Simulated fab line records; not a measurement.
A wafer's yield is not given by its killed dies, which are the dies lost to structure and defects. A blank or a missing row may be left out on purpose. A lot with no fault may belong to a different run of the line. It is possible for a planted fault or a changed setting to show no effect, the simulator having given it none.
Which tool is to blame? ; flow sky130 ; 33 wafers from 11 lots sampled at 6 of the route's 708 steps

== WHAT EACH GAUGE READ, for each wafer ==
Not one reading of a measure or inspect step in the record can be checked against a usual standard deviation.

== WHICH TOOL RAN EACH LOT (tool, then ch and the chambers of the sampled wafers, then the start) ==
lot;SKY_LOCAL_INTERCONNECT_ETCH_13;SKY_CONTACT_ETCH_17;SKY_CONTACT_ETCH_18;SKY_CONTACT_CVD_24;SKY_METAL1_SPUTTER_02;SKY_PAD_OPEN_PROBE_99
L668;rie-metal-04 ch 0,1, day 30 15:54;rie-diel-04 ch 0,2,3, day 31 21:16;rie-diel-04 ch 0,2,3, day 31 22:00 or earlier;cvd-w-02 ch 0,1, day 31 22:00;pvd-sputter-02, day 31 22:38;prober-02, day 46 01:41
L673;rie-metal-02 ch 0,1, day 31 22:47;rie-diel-04 ch 1,2, day 33 03:46;rie-diel-04 ch 1,2, day 33 04:31 or earlier;cvd-w-02 ch 0,1, day 33 04:31;pvd-sputter-04, day 33 05:10;prober-02, day 46 23:29
L674;rie-metal-02 ch 0, day 32 15:06;rie-diel-02 ch 0,1,2, day 33 19:40;rie-diel-02 ch 0,1,2, day 33 20:27 or earlier;cvd-w-02 ch 0,1, day 33 20:27;pvd-sputter-04, day 33 21:05;prober-02, day 47 11:12
L677;rie-metal-01 ch 0,1, day 33 04:23;rie-diel-01 ch 0,2,3, day 34 08:40;rie-diel-01 ch 0,2,3, day 34 09:26 or earlier;cvd-w-02 ch 0,1, day 34 09:26;pvd-sputter-03, day 34 10:04;prober-01, day 47 23:01
L682;rie-metal-01 ch 0,1, day 34 23:12;rie-diel-04 ch 1,3, day 36 02:55;rie-diel-04 ch 1,3, day 36 03:39 or earlier;cvd-w-01 ch 0,1, day 36 03:39;pvd-sputter-02, day 36 04:17;prober-02, day 49 01:49
L683;rie-metal-01 ch 0,1, day 35 02:58;rie-diel-04 ch 1,2, day 36 06:34;rie-diel-04 ch 1,2, day 36 07:18 or earlier;cvd-w-01 ch 0,1, day 36 07:18;pvd-sputter-03, day 36 07:56;prober-01, day 49 05:28
L684;rie-metal-02 ch 0,1, day 35 11:34;rie-diel-02 ch 0,1, day 36 16:01;rie-diel-02 ch 0,1, day 36 16:45 or earlier;cvd-w-02 ch 0,1, day 36 16:45;pvd-sputter-03, day 36 17:24;prober-02, day 49 13:22
L686;rie-metal-01 ch 0,1, day 36 13:33;rie-diel-02 ch 0,3, day 37 17:01;rie-diel-02 ch 0,3, day 37 17:45 or earlier;cvd-w-01 ch 0, day 37 17:45;pvd-sputter-03, day 37 18:30;prober-02, day 50 05:05
L687;rie-metal-04 ch 0,1, day 36 20:28;rie-diel-01 ch 2,3, day 37 22:55;rie-diel-01 ch 2,3, day 37 23:41 or earlier;cvd-w-01 ch 0, day 37 23:41;pvd-sputter-02, day 38 00:24;prober-01, day 50 10:44
L689;rie-metal-02 ch 0,1, day 37 02:13;rie-diel-01 ch 2,3, day 38 05:13;rie-diel-01 ch 2,3, day 38 05:59 or earlier;cvd-w-01 ch 0,1, day 38 05:59;pvd-sputter-02, day 38 06:35;prober-01, day 50 15:08
L690;rie-metal-02 ch 0,1, day 37 09:23;rie-diel-02 ch 0,2,3, day 38 11:52;rie-diel-02 ch 0,2,3, day 38 12:37 or earlier;cvd-w-02 ch 0,1, day 38 12:37;pvd-sputter-02, day 38 13:16;prober-02, day 50 17:36
- SKY_LOCAL_INTERCONNECT_ETCH_13: etches BARC in N2/H2, stops on SiO2, time 45.9 s, target depth 60 nm.
- SKY_CONTACT_ETCH_17: etches SiO2 in C4F8/O2/Ar, stops on Si3N4, target depth 340 nm.
- SKY_CONTACT_ETCH_18: etches Si3N4 in CHF3/O2, stops on TiN, time 39 s, target depth 75 nm.
- SKY_CONTACT_CVD_24: deposits W, target thk 340 nm, time 102.12 s.
- SKY_METAL1_SPUTTER_02: material AlCu, target thk 250 nm, time 13.3 s.
- SKY_PAD_OPEN_PROBE_99

== WHAT THE TOOLS THEMSELVES READ (means of the sampled wafers that have a number; where no wafer has one, the mark that the record gives instead) ==
SKY_LOCAL_INTERCONNECT_ETCH_13. Usual: drypump-motor-current-A 6.1 A, standard deviation 0.4; oes-product-au 0.855 a.u., standard deviation 0.0047; rf-fwd-power-W 494.7 W, standard deviation 1.8; throttle-valve-pct 13.224 %, standard deviation 0.0087.
lot;tool;drypump-motor-current-A (A);oes-product-au (a.u.);rf-fwd-power-W (W);throttle-valve-pct (%);flag
L668;rie-metal-04;5.7;0.849;494.4;13.209;
L673;rie-metal-02;6.0;0.856;494.4;13.227;
L674;rie-metal-02;6.0;0.854;492.9;13.227;
L677;rie-metal-01;6.6;0.856;494.7;13.230;
L682;rie-metal-01;6.6;0.853;494.9;13.218;
L683;rie-metal-01;6.6;0.856;495.7;13.218;
L684;rie-metal-02;6.0;0.861;492.3;13.221;
L686;rie-metal-01;6.6;0.853;495.5;13.227;
L687;rie-metal-04;5.8;0.856;495.1;13.226;
L689;rie-metal-02;5.9;0.856;494.6;13.225;
L690;rie-metal-02;6.0;0.853;493.1;13.229;

SKY_CONTACT_ETCH_17. Usual: oes-product-au 0.892 a.u., standard deviation 0.0042; rf-fwd-power-W 1489 W, standard deviation 4.8.
lot;tool;oes-product-au (a.u.);rf-fwd-power-W (W);flag
L668;rie-diel-04;0.886;1485;
L673;rie-diel-04;0.896;1493;
L674;rie-diel-02;0.891;1487;
L677;rie-diel-01;0.892;1488;
L682;rie-diel-04;0.892;1649;OFF
L683;rie-diel-04;0.889;1565;OFF
L684;rie-diel-02;0.888;1493;
L686;rie-diel-02;0.892;1488;
L687;rie-diel-01;0.894;1490;
L689;rie-diel-01;0.891;1490;
L690;rie-diel-02;0.893;1490;

SKY_CONTACT_ETCH_18. Usual: chf3-flow-sccm 50.00 sccm, standard deviation 0.16; drypump-motor-current-A 5.6 A, standard deviation 0.45; oes-product-au 0.854 a.u., standard deviation 0.0076; rf-fwd-power-W 593.8 W, standard deviation 1.9; throttle-valve-pct 8.793 %, standard deviation 0.0092.
lot;tool;chf3-flow-sccm (sccm);drypump-motor-current-A (A);oes-product-au (a.u.);rf-fwd-power-W (W);throttle-valve-pct (%);flag
L668;rie-diel-04;49.92;6.1;0.856;594.3;8.791;
L673;rie-diel-04;49.92;5.7;0.847;594.1;8.790;
L674;rie-diel-02;50.09;5.6;0.861;595.9;8.793;
L677;rie-diel-01;50.14;5.3;0.861;593.3;8.802;
L682;rie-diel-04;49.77;5.8;0.845;593.6;8.794;
L683;rie-diel-04;50.10;5.7;0.839;592.2;8.789;
L684;rie-diel-02;49.94;5.8;0.853;595.6;8.805;
L686;rie-diel-02;49.91;6.2;0.849;595.1;8.786;
L687;rie-diel-01;50.07;5.0;0.854;592.4;8.787;
L689;rie-diel-01;50.07;5.0;0.856;594.2;8.798;
L690;rie-diel-02;49.96;5.9;0.854;592.8;8.786;

SKY_CONTACT_CVD_24. Usual: heater-power-w reads 883 W (standard deviation 43).
lot;tool;heater-power-w (W);flag
L668;cvd-w-02;876;
L673;cvd-w-02;889;
L674;cvd-w-02;901;
L677;cvd-w-02;873;
L682;cvd-w-01;891;
L683;cvd-w-01;868;
L684;cvd-w-02;894;
L686;cvd-w-01;823;
L687;cvd-w-01;838;
L689;cvd-w-01;901;
L690;cvd-w-02;908;

SKY_METAL1_SPUTTER_02. Usual: throttle-valve-pct reads 29.7 % (standard deviation 0.87).
lot;tool;throttle-valve-pct (%);flag
L668;pvd-sputter-02;29.3;
L673;pvd-sputter-04;28.4;
L674;pvd-sputter-04;30.4;
L677;pvd-sputter-03;29.6;
L682;pvd-sputter-02;29.8;
L683;pvd-sputter-03;29.4;
L684;pvd-sputter-03;29.6;
L686;pvd-sputter-03;30.1;
L687;pvd-sputter-02;29.2;
L689;pvd-sputter-02;29.7;
L690;pvd-sputter-02;29.2;

SKY_PAD_OPEN_PROBE_99. Usual: killed_at_M0_to_M3 44, standard deviation 6; killed_at_M4_up 2.9, standard deviation 1.5; killed-at-contacts 24, standard deviation 4.9; killed-at-front-end 16, standard deviation 4.3; killed-at-other 0.3, standard deviation 0.54; killed-dies 87, standard deviation 8.7; killed-on-rim 17, standard deviation 3.6; killed-open 48, standard deviation 6.7; killed-short 39, standard deviation 5.9.
lot;tool;killed_at_M0_to_M3;killed_at_M4_up;killed-at-contacts;killed-at-front-end;killed-at-other;killed-dies;killed-on-rim;killed-open;killed-short;flag
L668;prober-02;47;3.3;21;22;0.0;94;20;53;41;
L673;prober-02;43;4.0;20;16;0.0;84;17;48;36;
L674;prober-02;45;2.0;30;14;0.3;91;15;53;39;
L677;prober-01;37;1.0;23;20;0.3;81;14;47;34;
L682;prober-02;47;4.3;23;21;0.0;95;18;51;44;
L683;prober-01;50;2.3;16;11;0.3;80;14;44;35;
L684;prober-02;48;2.3;26;16;0.3;92;16;50;42;
L686;prober-02;42;2.3;27;15;1.3;88;18;48;38;
L687;prober-01;41;2.0;25;12;0.3;81;19;46;34;
L689;prober-01;47;3.3;22;14;0.7;87;20;48;38;
L690;prober-02;36;2.0;23;16;0.7;77;15;47;30;

== THE ANSWER, worked out from the rows above alone ==
Rule: take the mean of a lot's wafers that have a number; if it is more than 3 standard deviations from the usual mean, the lot is off. Also off: a lot with no number at a reading for which 4 or more lots have one. The other lots that the step has rows for count as sound. Order of review: gauges by route order, followed by the tools' own readings, for which a lot's mean as printed above is used. The first step at which some lot is off is used, and at that step the reading that is off furthest; a lot without a number counts as furthest.
Off: L682, L683 (SKY_CONTACT_ETCH_17, rf-fwd-power-W).
If a tool, at that step or one of the process steps before it, ran each lot that is off and ran no sound lot following the first of them, it fits. One fits: rie-diel-04 at SKY_CONTACT_ETCH_17. Its last sound lot is L673 (day 33 03:46), its first lot that is off L682 (day 36 02:55): a fault that began between those two fits.
On the lots that are off, the tool's own readings at SKY_CONTACT_ETCH_17 differ by more than 5 times the standard deviation of the sound lots' means, which bears it out; rf-fwd-power-W reads 1607 W there versus 1489 W on the sound lots.

== WHAT THE SIMULATOR HAD PUT IN ==
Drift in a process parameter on rie-diel-04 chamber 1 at SKY_CONTACT_ETCH_17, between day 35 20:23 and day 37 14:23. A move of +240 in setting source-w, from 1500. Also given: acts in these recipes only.
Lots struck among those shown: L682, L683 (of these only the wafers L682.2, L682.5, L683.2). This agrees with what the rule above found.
